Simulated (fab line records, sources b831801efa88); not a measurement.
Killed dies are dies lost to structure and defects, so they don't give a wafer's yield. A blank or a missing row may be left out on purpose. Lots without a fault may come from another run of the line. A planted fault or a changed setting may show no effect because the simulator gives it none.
Which tool did it? | flow gf180mcu | 6 lots, 18 wafers sampled, at 2 steps of a route of 602

WHAT THE GAUGES READ, wafer by wafer
GF_PSD_CD_MEAS_07: target cd 400 nm.
lot  | measured     | on        | cd_nm (nm)
L951 | day 14 20:37 | cd_sem-02 | 401.0 399.6 398.3
L955 | day 16 05:05 | cd_sem-02 | 400.0 400.0 398.1
L958 | day 17 06:04 | cd_sem-02 | 400.3 398.8 399.0
L962 | day 18 21:20 | cd_sem-02 | 397.5 399.9 399.6
L964 | day 19 15:49 | cd_sem-01 | 389.6 386.6 388.9
L966 | day 20 06:22 | cd_sem-02 | 388.6 391.0 387.4

WHICH TOOL RAN EACH LOT (tool, then ch and the chambers of the sampled wafers, then the start)
lot  | GF_PSD_DEVELOP_06
L951 | litho_track-01 ch 0, day 14 20:28
L955 | litho_track-04 ch 0, day 16 04:56
L958 | litho_track-03 ch 0, day 17 05:56
L962 | litho_track-04 ch 0, day 18 21:11
L964 | litho_track-04 ch 0, day 19 15:40
L966 | litho_track-04 ch 0, day 20 06:13
- GF_PSD_DEVELOP_06: develop time 60 s.

THE ANSWER, worked out from the rows above alone
Rule: what is usual is taken from the lots themselves. Put in order of their means at a reading, lots are off if they are a third of the lots or fewer, leave a main group of 4 or more, and stand apart from it by a gap of 3 or more times the standard deviation of the main group's means; of several such gaps the widest counts. A main group whose means are all the same, to the digits that the tables above print for the reading, isn't used. A lot without any number at a reading at which 4 lots or more have one is off too. The other lots that the step has rows for count as sound.
Off: L964, L966, at GF_PSD_CD_MEAS_07 (cd_nm). The main group: mean 399.3 nm, standard deviation 0.23.
A tool fits if, at a process step before that reading, it ran every lot that is off, and no sound lot after the first of them. The gauges at GF_PSD_CD_MEAS_07 are tried like those tools. One fits: litho_track-04 at GF_PSD_DEVELOP_06. Its last sound lot is L962 (day 18 21:11), its first lot that is off L964 (day 19 15:40): a fault that began between those two fits.

WHAT THE SIMULATOR HAD PUT IN
Process parameter drift: litho_track-04, from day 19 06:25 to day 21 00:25, at GF_PSD_DEVELOP_06. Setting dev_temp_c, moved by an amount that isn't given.
Lots struck among those shown: L964, L966. The rule above found the same.
